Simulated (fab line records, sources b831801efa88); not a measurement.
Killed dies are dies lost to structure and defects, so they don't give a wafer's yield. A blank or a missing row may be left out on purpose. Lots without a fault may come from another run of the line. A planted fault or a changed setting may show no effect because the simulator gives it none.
Which tool did it? | flow gf180mcu | 13 lots, 39 wafers sampled, at 5 steps of a route of 602

WHAT THE GAUGES READ, wafer by wafer
GF_SALICIDE_RS_MEAS_04: measures by four-point-probe. Usual: SALICIDE_TIN_RS 17.2 ohm/sq, standard deviation 0.31.
lot  | measured     | on            | SALICIDE_TIN_RS (ohm/sq) | flag
L749 | day 15 07:18 | film_metro-03 | 17.6 17.0 17.1           |
L750 | day 15 11:32 | film_metro-04 | 17.6 17.1 17.3           |
L751 | day 16 04:29 | film_metro-01 | 17.4 17.3 17.1           |
L752 | day 16 11:03 | film_metro-04 | 17.3 17.0 17.3           |
L753 | day 16 16:20 | film_metro-03 | 17.4 17.3 17.1           |
L754 | day 17 01:11 | film_metro-03 | 17.1 17.1 16.9           |
L756 | day 17 19:04 | film_metro-04 | 17.0 17.1 17.0           |
L762 | day 20 02:27 | film_metro-01 | 17.6 17.7 17.4           |
L767 | day 21 14:35 | film_metro-04 | 17.7 16.9 17.3           |
L769 | day 22 12:58 | film_metro-01 | 17.0 16.8 17.4           |
L770 | day 22 23:48 | film_metro-04 | 17.6 17.7 17.9           |
L771 | day 23 02:10 | film_metro-01 | 16.9 17.5 17.3           |
L772 | day 23 07:15 | film_metro-03 | 17.1 17.5 17.2           |

GF_CONTACT_THK_MEAS_26: measures by xrf. Usual: CONTACT_W_THK 289 nm, standard deviation 5.2.
lot  | measured     | on            | CONTACT_W_THK (nm) | flag
L749 | day 16 06:29 | film_metro-02 | 293 294 293        |
L750 | day 16 11:41 | film_metro-02 | 287 288 283        |
L751 | day 17 05:25 | film_metro-02 | 294 295 295        |
L752 | day 17 11:07 | film_metro-03 | 284 282 287        |
L753 | day 17 17:30 | film_metro-04 | 287 280 286        |
L754 | day 18 02:10 | film_metro-03 | 282 286 284        |
L756 | day 18 20:38 | film_metro-03 | 288 284 286        |
L762 | day 21 04:50 | film_metro-04 | 290 292 290        |
L767 | day 22 16:19 | film_metro-03 | 291 291 286        |
L769 | day 23 13:22 | film_metro-02 | 295 294 298        |
L770 | day 24 00:00 | film_metro-02 | 282 284 293        |
L771 | day 24 03:01 | film_metro-04 | 295 292 283        |
L772 | day 24 07:28 | film_metro-02 | 287 280 286        |

GF_M1_THK_MEAS_06: measures by xrf. Usual: M1_ALCU_THK 450 nm, standard deviation 5.
lot  | measured     | on            | M1_ALCU_THK (nm) | flag
L749 | day 16 07:11 | film_metro-02 | 454 457 453      |
L750 | day 16 12:23 | film_metro-01 | 457 451 468      |
L751 | day 17 06:07 | film_metro-04 | 450 454 449      |
L752 | day 17 11:49 | film_metro-02 | 446 458 455      |
L753 | day 17 18:12 | film_metro-01 | 453 444 446      |
L754 | day 18 02:52 | film_metro-01 | 448 454 451      |
L756 | day 18 21:20 | film_metro-01 | 450 455 455      |
L762 | day 21 05:32 | film_metro-01 | 447 456 467      |
L767 | day 22 17:01 | film_metro-01 | 453 446 454      |
L769 | day 23 14:04 | film_metro-04 | 446 446 447      |
L770 | day 24 00:57 | film_metro-01 | 458 451 454      |
L771 | day 24 03:43 | film_metro-04 | 454 444 447      |
L772 | day 24 08:13 | film_metro-02 | 450 453 451      |

GF_M1_CD_MEAS_14: target cd 230 nm. Usual: cd_nm 230.3 nm, standard deviation 1.2.
lot  | measured     | on        | cd_nm (nm)        | flag
L749 | day 17 05:42 | cd_sem-01 | 229.7 230.3 230.3 |
L750 | day 17 11:11 | cd_sem-01 | 229.0 229.2 229.1 |
L751 | day 18 05:38 | cd_sem-02 | 226.3 228.3 227.5 |
L752 | day 18 11:52 | cd_sem-02 | 228.1 228.5 229.0 |
L753 | day 18 18:29 | cd_sem-02 | 231.0 230.8 231.4 |
L754 | day 19 02:48 | cd_sem-02 | 230.2 230.3 230.1 |
L756 | day 19 21:32 | cd_sem-01 | 229.6 229.9 229.6 |
L762 | day 22 05:17 | cd_sem-01 | 231.5 230.5 231.1 |
L767 | day 23 16:12 | cd_sem-01 | 229.9 229.2 228.6 |
L769 | day 24 11:55 | cd_sem-02 | 231.4 230.9 230.0 |
L770 | day 24 22:42 | cd_sem-02 | 231.1 229.4 229.6 |
L771 | day 25 00:56 | cd_sem-01 | 231.4 230.5 230.5 |
L772 | day 25 05:25 | cd_sem-02 | 230.5 230.2 229.5 |

WHICH TOOL RAN EACH LOT (tool, then ch and the chambers of the sampled wafers, then the start)
lot  | GF_M1_SPUTTER_04
L749 | pvd_sputter-02, day 16 07:01
L750 | pvd_sputter-03, day 16 12:13
L751 | pvd_sputter-01, day 17 05:58
L752 | pvd_sputter-02, day 17 11:38
L753 | pvd_sputter-02, day 17 18:02
L754 | pvd_sputter-02, day 18 02:43
L756 | pvd_sputter-03, day 18 21:11
L762 | pvd_sputter-01, day 21 05:23
L767 | pvd_sputter-02, day 22 16:52
L769 | pvd_sputter-02, day 23 13:53
L770 | pvd_sputter-02, day 24 00:47
L771 | pvd_sputter-01, day 24 03:32
L772 | pvd_sputter-01, day 24 08:03
- GF_M1_SPUTTER_04: material TiN, target thk 50 nm, time 41.7 s.

WHAT THE TOOLS THEMSELVES READ (means of the sampled wafers that have a number; where no wafer has one, the mark that the record gives instead)
GF_M1_SPUTTER_04. Usual: chamber_pressure_pa 0.3999 Pa, standard deviation 0.00076; throttle_valve_pct 29.6 %, standard deviation 1.6.
lot  | tool           | chamber_pressure_pa (Pa) | throttle_valve_pct (%) | flag
L749 | pvd_sputter-02 | 0.4002                   | 30.9                   |
L750 | pvd_sputter-03 | 0.4001                   | 30.2                   |
L751 | pvd_sputter-01 | 0.3999                   | 27.7                   |
L752 | pvd_sputter-02 | 0.3998                   | 29.9                   |
L753 | pvd_sputter-02 | 0.4003                   | 30.3                   |
L754 | pvd_sputter-02 | 0.4000                   | 30.6                   |
L756 | pvd_sputter-03 | 0.3999                   | 30.1                   |
L762 | pvd_sputter-01 | 0.4001                   | 27.9                   |
L767 | pvd_sputter-02 | 0.3997                   | 30.9                   |
L769 | pvd_sputter-02 | 0.3998                   | 30.9                   |
L770 | pvd_sputter-02 | 0.3997                   | 30.4                   |
L771 | pvd_sputter-01 | 0.3992                   | 28.0                   |
L772 | pvd_sputter-01 | 0.4000                   | 29.7                   |

THE ANSWER, worked out from the rows above alone
Rule: a lot is off if the mean of its wafers that have a number lies more than 3 standard deviations from the usual mean. A lot without any number at a reading at which 4 lots or more have one is off too. The other lots that the step has rows for count as sound. The gauges are gone through in route order, then the tools' own readings, and for those a lot's mean is taken as printed above. The first step at which some lot is off is used, and at that step the reading that is off furthest; a lot without a number counts as furthest.
No lot is off at any reading shown: from this, nothing can be told.

WHAT THE SIMULATOR HAD PUT IN
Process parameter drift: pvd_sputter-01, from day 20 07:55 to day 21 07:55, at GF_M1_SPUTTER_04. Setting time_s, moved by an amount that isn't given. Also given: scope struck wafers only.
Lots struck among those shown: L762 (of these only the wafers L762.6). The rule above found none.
